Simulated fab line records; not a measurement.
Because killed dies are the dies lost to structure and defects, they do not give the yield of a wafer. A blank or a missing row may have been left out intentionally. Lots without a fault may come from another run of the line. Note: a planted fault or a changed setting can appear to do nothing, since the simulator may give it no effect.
Which tool did it? + flow sky130 + 13 lots, 39 wafers sampled, at 2 steps of a route of 708

== WHAT THE GAUGES SHOWED, per wafer ==
SKY_SPACER_THK_MEAS_01.
| lot  | measured     | on            | SPACER_CVD_00_THK (nm) |
|------|--------------|---------------|------------------------|
| L969 | day 23 03:39 | film metro-03 | 42.4 42.7 42.6         |
| L970 | day 23 06:13 | film metro-03 | 42.9 43.5 43.4         |
| L972 | day 24 03:57 | film metro-02 | 42.6 42.7 42.7         |
| L973 | day 24 10:05 | film metro-04 | 43.3 43.2 43.2         |
| L975 | day 26 08:58 | film metro-03 | 42.8 42.6 42.9         |
| L977 | day 26 08:59 | film metro-02 | 43.6 43.7 43.9         |
| L979 | day 26 09:03 | film metro-04 | 42.7 42.8 42.5         |
| L980 | day 27 04:03 | film metro-04 | 42.1 42.2 42.2         |
| L981 | day 27 10:00 | film metro-02 | 43.1 42.6 42.6         |
| L989 | day 29 23:58 | film metro-02 | 41.8 42.0 41.8         |
| L990 | day 30 04:10 | film metro-02 | 42.8 42.6 42.8         |
| L991 | day 30 10:56 | film metro-04 | 42.3 42.2 42.4         |
| L992 | day 30 15:08 | film metro-04 | 42.5 41.9 42.2         |

SKY_SD_N_OVL_MEAS_08.
| lot  | measured     | on         | SD_N_OVL (nm)  |
|------|--------------|------------|----------------|
| L969 | day 28 00:19 | overlay-01 | 0.0 0.4 0.2    |
| L970 | day 28 03:49 | overlay-02 | -1.4 0.4 -1.4  |
| L972 | day 29 00:04 | overlay-02 | -0.4 0.0 0.6   |
| L973 | day 29 04:25 | overlay-01 | -0.2 0.0 1.2   |
| L975 | day 31 01:19 | overlay-02 | -0.5 -0.9 -0.4 |
| L977 | day 31 02:19 | overlay-02 | 0.0 0.6 1.8    |
| L979 | day 31 04:16 | overlay-02 | 1.7 3.1 1.9    |
| L980 | day 31 19:52 | overlay-02 | -0.4 -2.6 -0.1 |
| L981 | day 31 23:31 | overlay-02 | 1.9 1.0 0.0    |
| L989 | day 34 12:28 | overlay-01 | 0.9 0.1 -0.4   |
| L990 | day 34 15:07 | overlay-02 | 1.1 -0.5 0.6   |
| L991 | day 34 23:04 | overlay-02 | -0.5 1.1 0.6   |
| L992 | day 35 03:10 | overlay-02 | 0.0 -0.5 0.5   |

== WHICH TOOL RAN EACH LOT (tool, then ch and the chambers of the sampled wafers, then the start) ==
The record holds no process step before these readings.

== AS READ BY THE TOOLS THEMSELVES (means over the sampled wafers that have a number; for cases with no such wafer, the mark the record gives instead) ==
The record holds no such reading with a usual standard deviation.

== THE ANSWER, worked out from the rows above alone ==
Rule: what is usual is taken from the lots themselves. The widest of any qualifying gaps counts: lots, ordered by their means at a reading, are off when they make up no more than a third of the lots, leave a main group of 4 or more, and stand apart from it by 3 or more times the standard deviation of that group's means. A main group is skipped when, at the precision printed for the reading in the tables above, its means are all equal. A lot without any number at a reading at which 4 lots or more have one is off too. Any other lot the step has rows for is counted as sound. First the gauges in route order, then the tools' own readings, where a lot's mean is used as printed above. At the first step where some lot is off, the reading lying furthest off is the one used; lots without a number count as furthest.
Across all readings shown, no lot is off: no conclusion can be drawn from this.

== WHAT WAS PUT IN BY THE SIMULATOR ==
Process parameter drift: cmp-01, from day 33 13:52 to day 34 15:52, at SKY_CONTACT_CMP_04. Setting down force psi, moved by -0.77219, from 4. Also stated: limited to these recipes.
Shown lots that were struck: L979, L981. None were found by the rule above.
